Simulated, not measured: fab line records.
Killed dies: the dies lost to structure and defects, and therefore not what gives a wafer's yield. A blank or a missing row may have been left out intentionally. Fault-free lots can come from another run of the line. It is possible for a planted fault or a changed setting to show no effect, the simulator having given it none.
Which of the tools did it?	flow gf180mcu	12 lots, 36 wafers sampled, at 3 steps of a route of 602

WHAT THE GAUGES READ, wafer by wafer
GF_M1_OVL_MEAS_15.
lot	measured	on	M1_OVL (nm)
L075	day 17 08:37	overlay-02	-1 -5 -5
L077	day 18 00:02	overlay-02	-4 -2 7
L079	day 19 04:16	overlay-02	-1 -6 -2
L081	day 19 21:25	overlay-02	11 9 12
L083	day 20 11:28	overlay-01	9 7 4
L085	day 21 11:10	overlay-01	8 4 8
L087	day 21 21:47	overlay-02	-8 -3 0
L089	day 22 15:31	overlay-02	-6 -9 -11
L091	day 23 03:17	overlay-01	5 5 9
L093	day 24 01:30	overlay-01	4 15 11
L095	day 24 16:01	overlay-01	12 0 1
L097	day 25 02:43	overlay-02	-2 1 3

WHICH TOOL RAN EACH LOT (tool, then ch and the chambers of the sampled wafers, then the start)
lot	GF_CONTACT_SPUTTER_23	GF_CONTACT_CMP_27
L075	pvd-sputter-04, day 16 08:31	cmp-02 ch 0,1,2, day 16 08:50
L077	pvd-sputter-04, day 16 23:25	cmp-02 ch 0,1,2, day 16 23:53
L079	pvd-sputter-01, day 18 03:40	cmp-01 ch 0,2,3, day 18 03:59
L081	pvd-sputter-04, day 18 20:39	cmp-02 ch 0,1,2, day 18 21:01
L083	pvd-sputter-01, day 19 10:47	cmp-02 ch 2,3, day 19 11:05
L085	pvd-sputter-03, day 20 09:42	cmp-01 ch 1,2,3, day 20 10:01
L087	pvd-sputter-03, day 20 21:50	cmp-01 ch 2,3, day 20 22:09
L089	pvd-sputter-01, day 21 15:13	cmp-02 ch 0,1,3, day 21 15:35
L091	pvd-sputter-01, day 22 04:01	cmp-02 ch 0,2,3, day 22 04:26
L093	pvd-sputter-03, day 23 01:56	cmp-02 ch 1,2,3, day 23 02:18
L095	pvd-sputter-01, day 23 16:34	cmp-01 ch 0,1,3, day 23 17:04
L097	pvd-sputter-04, day 24 04:02	cmp-01 ch 0,2,3, day 24 04:24
- GF_CONTACT_SPUTTER_23: material TiN, target thk 10 nm, time 40 s.
- GF_CONTACT_CMP_27: polishes, stops on SiO2, t overpolish 15 s, target thk 0 nm.

THE ANSWER, worked out from the rows above alone
Rule: the lots themselves supply what counts as usual. Put in order of their means at a reading, lots are off if they are a third of the lots or fewer, leave a main group of 4 or more, and stand apart from it by a gap of 3 or more times the standard deviation of the main group's means; of several such gaps the widest counts. A main group is skipped when, at the precision printed for the reading in the tables above, its means are all equal. A lot without any number at a reading at which 4 lots or more have one is off too. The other lots that the step has rows for count as sound.
No lot is off on any of the readings shown, so nothing can be concluded from this.

WHAT THE SIMULATOR HAD INSERTED
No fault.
